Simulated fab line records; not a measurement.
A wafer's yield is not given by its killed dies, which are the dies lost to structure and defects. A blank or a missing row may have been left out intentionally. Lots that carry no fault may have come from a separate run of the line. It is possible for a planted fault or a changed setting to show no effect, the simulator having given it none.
Problem report in the 8D (eight disciplines) form, filled by code || flow sky130 || the parts of the form that need people (team, actions taken, sign-off) are left out

## 1. PROBLEM STATEMENT
Wafers without a fault read 90.001, standard deviation 0.015; ramp down c per s at SKY_SD_N_RTA_14 reads a mean of 35.996 on 6 wafers belonging to 2 lots. That is -99 or more standard deviations from the usual mean.
The step: time 2 s.
The first sign was on wafer L239.3 at day 31 19:10, on rtp anneal-01. The record holds 18 wafers of 6 lots with a number at this step. Rule for "out", or "out of limits": more than 4 standard deviations from the usual mean. Any other wafer with a number is counted as sound.

## 2. WHAT IT IS, WHAT IT ISN'T
{"question": "which readings at this step", "is": "ramp down c per s", "is not": "anneal temp c max, lamp power pct, wafer_temp_C_max"}
{"question": "which lots", "is": "L239, L241", "is not": "L228, L229, L244, L250"}
{"question": "which wafers of those lots", "is": "all that have a number", "is not": "-"}
{"question": "read on which tools", "is": "rtp anneal-01", "is not": "rtp anneal-02"}
{"question": "when", "is": "from day 31 19:10", "is not": "up to then (6 sound wafers); but 6 sound wafers of L244, L250 came after"}

## 3. THE SUSPECTS, EACH WITH WHAT RULES IT OUT
Counting: a tool at a process step up to the reading stays a suspect if it ran every lot that is out and no sound lot after the first of them.
- rtp anneal-01 at SKY_SD_N_RTA_14 (time 2 s): kept. All lots that are out passed through it, beginning with L239 at day 31 19:10, and no sound lot followed; its final sound lot before that point was L229 at day 28 05:13. Out on those wafers are its own readings of ramp down c per s.
The count leaves rtp anneal-01 at SKY_SD_N_RTA_14.

## 4. THE CAUSE (what the simulator had put in)
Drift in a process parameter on rtp anneal-01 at SKY_SD_N_RTA_14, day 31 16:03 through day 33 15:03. From 90, the setting ramp down c per s moved by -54. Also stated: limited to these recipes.
This tool alone remained once counting was done.

## 5. THE EFFECT CHAIN, in route order
Each row: a reading where the mean over the struck wafers with a number is more than 3 standard deviations away from the usual. Only readings whose record carries a usual standard deviation are examined. hours: median over the lots of the time between each lot's start at the first step of this table that gives one and its start at this step. sigmas: the change, counted in usual standard deviations.
{"hours": 0, "step": "SKY_SD_N_RTA_14", "reading": "ramp down c per s", "usual": 90.001, "on struck wafers": 35.996, "change": -54.005, "sigmas": "-99 or more"}
Process steps it contains:
- SKY_SD_N_RTA_14: time 2 s.

## 6. WHAT WOULD HAVE CAUGHT IT SOONER
In this record the first reading out of limits was taken at day 31 19:10, 3 hours after the fault began at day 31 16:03.
